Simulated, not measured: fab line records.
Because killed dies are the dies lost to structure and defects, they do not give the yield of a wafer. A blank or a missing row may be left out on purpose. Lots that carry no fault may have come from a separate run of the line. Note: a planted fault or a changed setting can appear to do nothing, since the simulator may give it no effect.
One fault through the eyes of 2 desks ; flow gf180mcu ; each desk holds nothing but its own numbers, with what lay behind them at the end

METROLOGY DESK
What the gauges read for every lot (on any tool): the sampled wafers with a number, averaged. If a lot's mean is further than 4 standard deviations from the usual mean, the lot is out of limits and carries the mark OUT (the distance appears in the brackets).
Columns: A = cd_nm at GF_M3_CD_MEAS_14, usual 279.9 nm
lot;first seen here;A
L590;day 21 09:11;279.4
L591;day 21 18:58;279.4
L592;day 22 05:28;280.2
L593;day 22 08:55;280.7
L594;day 22 23:41;279.4
L595;day 23 07:28;279.6
L596;day 23 15:08;278.6
L597;day 23 17:57;281.1
L606;day 26 23:37;259.7 (-18) OUT
L608;day 27 12:15;280.9
L609;day 27 16:43;281.6
L613;day 28 20:02;282.4
This desk's verdict: out of limits on L606, starting with L606 at day 26 23:37 (cd_nm at GF_M3_CD_MEAS_14). In limits: L590, L591, L592, L593, L594, L595, L596, L597, L608, L609, L613.

AT THE TOOL OWNER'S DESK: krf_scanner-01
The tool's own readings at GF_M3_EXPOSE_11 (exposes mask Metal3, target cd 280 nm): means of the sampled wafers that have a number, for each lot that ran on this tool. If a lot's mean is further than 4 standard deviations from the usual mean, the lot is out of limits and carries the mark OUT (the distance appears in the brackets).
Columns: A = reticle_temp_C at GF_M3_EXPOSE_11, usual 23.00 C
lot;first seen here;A
L592;day 21 18:08;22.97
L596;day 23 03:46;23.06
L597;day 23 07:25;23.09
L606;day 26 13:31;23.12
This desk's verdict: no lot among the 4 shows anything out of limits.

BROUGHT TOGETHER
The metrology desk could have raised an alarm at day 26 23:37, on L606.
The desk of the tool owner found nothing out of limits.
The tool owner's desk has L606 on record, within its limits.
All the named lots went through GF_M3_EXPOSE_11 on krf_scanner-01.

WHAT WAS PUT IN BY THE SIMULATOR
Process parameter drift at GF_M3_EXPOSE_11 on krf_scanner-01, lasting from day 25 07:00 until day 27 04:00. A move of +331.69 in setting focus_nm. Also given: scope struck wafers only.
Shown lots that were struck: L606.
Time in hours between the start of the fault and the first out-of-limits reading at each desk: metrology desk, 41.
